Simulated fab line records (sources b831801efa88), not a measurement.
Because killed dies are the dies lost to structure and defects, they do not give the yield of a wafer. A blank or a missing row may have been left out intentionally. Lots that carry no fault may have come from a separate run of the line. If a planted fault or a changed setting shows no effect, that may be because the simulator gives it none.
8D (eight disciplines) problem report, filled in by code || flow sky130 || the parts of the form that need people (team, actions taken, sign-off) are left out

## 1. PROBLEM STATEMENT
Mean of dose_ions_cm2 at SKY_NWELL_IMPLANT_12: 1.4284e+12 across 9 wafers in 3 lots; on wafers with no fault it is 1.2997e+12 (standard deviation 1.3e+09). So: +99 or more standard deviations from the usual mean.
First observed at day 7 18:44: wafer L594.2, on implanter-01. The record has a number at this step for 45 wafers belonging to 15 lots. Rule for "out" (also "out of limits"): further than 4 standard deviations from the usual mean. The other wafers with a number count as sound.

## 2. WHAT THIS IS AND IS NOT
{"question": "which readings at this step", "is": "dose_ions_cm2", "is not": "-"}
{"question": "which lots", "is": "L594, L597, L598", "is not": "L582, L583, L584, L585, L586, L588, L589, L590, L591, L599, L600, L603"}
{"question": "which wafers of those lots", "is": "all that have a number", "is not": "-"}
{"question": "read on which tools", "is": "implanter-01", "is not": "implanter-02, implanter-03"}
{"question": "when", "is": "from day 7 18:44", "is not": "up to then (27 sound wafers); but 9 sound wafers of L599, L600, L603 came after"}

## 3. THE SUSPECTS, EACH WITH WHAT RULES IT OUT
Counting: a tool at a process step up to the reading stays a suspect if it ran every lot that is out and no sound lot after the first of them.
- implanter-01 at SKY_NWELL_IMPLANT_12: kept. It ran every lot that is out, first L594 (day 7 18:44), and no sound lot after that; its last sound lot up to then is L591 (day 7 04:30). Its own readings are out on those wafers: dose_ions_cm2.
Left after counting: implanter-01 at SKY_NWELL_IMPLANT_12.

## 4. THE CAUSE (what the simulator had put in)
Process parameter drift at SKY_NWELL_IMPLANT_12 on implanter-01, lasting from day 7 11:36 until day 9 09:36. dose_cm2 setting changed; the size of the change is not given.
Counting left only this tool.

## 5. THE CHAIN OF EFFECTS, in route order
Each row: a reading where the mean over the struck wafers with a number is more than 3 standard deviations away from the usual. Only readings whose record carries a usual standard deviation are examined. hours: median over the lots of the time between each lot's start at the first step of this table that gives one and its start at this step. sigmas: the change, counted in usual standard deviations.
{"hours": 0, "step": "SKY_NWELL_IMPLANT_12", "reading": "dose_ions_cm2", "usual": 1.2997e+12, "on struck wafers": 1.4284e+12, "change": "+1.2870e+11", "sigmas": "+99 or more"}
{"hours": 0, "step": "SKY_NWELL_IMPLANT_12", "reading": "faraday_current_uA", "usual": 7.33, "on struck wafers": 8.01, "change": "+0.68", "sigmas": "+4.9"}
It contains these process steps:
- SKY_NWELL_IMPLANT_12
Later steps that measure or inspect, where all struck wafers having a row at the step show a number for every such reading and not one has moved that far: SKY_NWELL_OVL_MEAS_23, SKY_VIA2_CD_MEAS_12, SKY_METAL4_CD_MEAS_13.

## 6. HOW IT WOULD HAVE BEEN CAUGHT EARLIER
In this record the first reading out of limits was taken at day 7 18:44, 7 hours after the fault began at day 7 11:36.
